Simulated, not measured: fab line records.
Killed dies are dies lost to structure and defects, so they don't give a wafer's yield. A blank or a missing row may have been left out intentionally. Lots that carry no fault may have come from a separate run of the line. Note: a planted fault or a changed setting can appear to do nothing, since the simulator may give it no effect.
Problem report, 8D (eight disciplines) form, completed by code    flow sfq-line    the parts of the form that need people (team, actions taken, sign-off) are left out

1. THE PROBLEM
exposure-dose-mJ-cm2 at SFQ_TRILAYER_I5_LITHO_EXPOSE_145 reads a mean of 20.820 on 12 wafers of 4 lots; wafers without a fault read 21.298 with a standard deviation of 0.021. Relative to the usual mean, that is a shift of -23 standard deviations.
The step: exposes mask I5, target cd 700 nm.
First observed at day 72 12:50: wafer L318.1, on krf-scanner-02. The record has a number at this step for 27 wafers belonging to 9 lots. The rule behind "out" and "out of limits": a value lying over 4 standard deviations away from the usual mean. All remaining wafers that have a number are taken as sound.

2. WHAT IT IS, AND WHAT IT ISN'T
question                     is                      is not
which readings at this step  exposure-dose-mJ-cm2    -
which lots                   L318, L319, L320, L321  L311, L312, L313, L314, L317
which wafers of those lots   all that have a number  -
read on which tools          krf-scanner-02          krf-scanner-01
when                         from day 72 12:50       up to then (15 sound wafers)

3. WHAT RULES OUT EACH SUSPECT
Counting: a tool at any process step up to the reading remains a suspect when it ran all the lots that are out and ran no sound lot after the first of those.
- krf-scanner-02 at SFQ_TRILAYER_I5_LITHO_EXPOSE_145 (exposes mask I5, target cd 700 nm): kept. All lots that are out passed through it, beginning with L318 at day 72 12:50, and no sound lot followed; its final sound lot before that point was L317 at day 72 11:38. Out on those wafers are its own readings of exposure-dose-mJ-cm2.
Left after counting: krf-scanner-02 at SFQ_TRILAYER_I5_LITHO_EXPOSE_145.

4. THE CAUSE (what the simulator had put in)
Drift in process parameters on krf-scanner-02 at SFQ_TRILAYER_I5_LITHO_EXPOSE_145, starting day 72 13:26. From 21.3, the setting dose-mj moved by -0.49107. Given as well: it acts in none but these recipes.
Only this tool survived the counting.

5. THE EFFECT CHAIN, in route order
Rows list readings where the struck wafers' mean (over those with a number) sits beyond 3 standard deviations from the usual. Only readings for which the record gives a usual standard deviation are gone through. hours: the time from each lot's start at the first step in this table that gives one to its start at this step, as a median over the lots. sigmas: the change in usual standard deviations.
hours  step                              reading               usual   on struck wafers  change  sigmas
0      SFQ_TRILAYER_I5_LITHO_EXPOSE_145  exposure-dose-mJ-cm2  21.298  20.820            -0.478  -23
Here are the process steps it includes:
- SFQ_TRILAYER_I5_LITHO_EXPOSE_145: exposes mask I5, target cd 700 nm.

6. HOW IT WOULD HAVE BEEN CAUGHT EARLIER
In this record the first reading out of limits was taken at day 72 12:50.
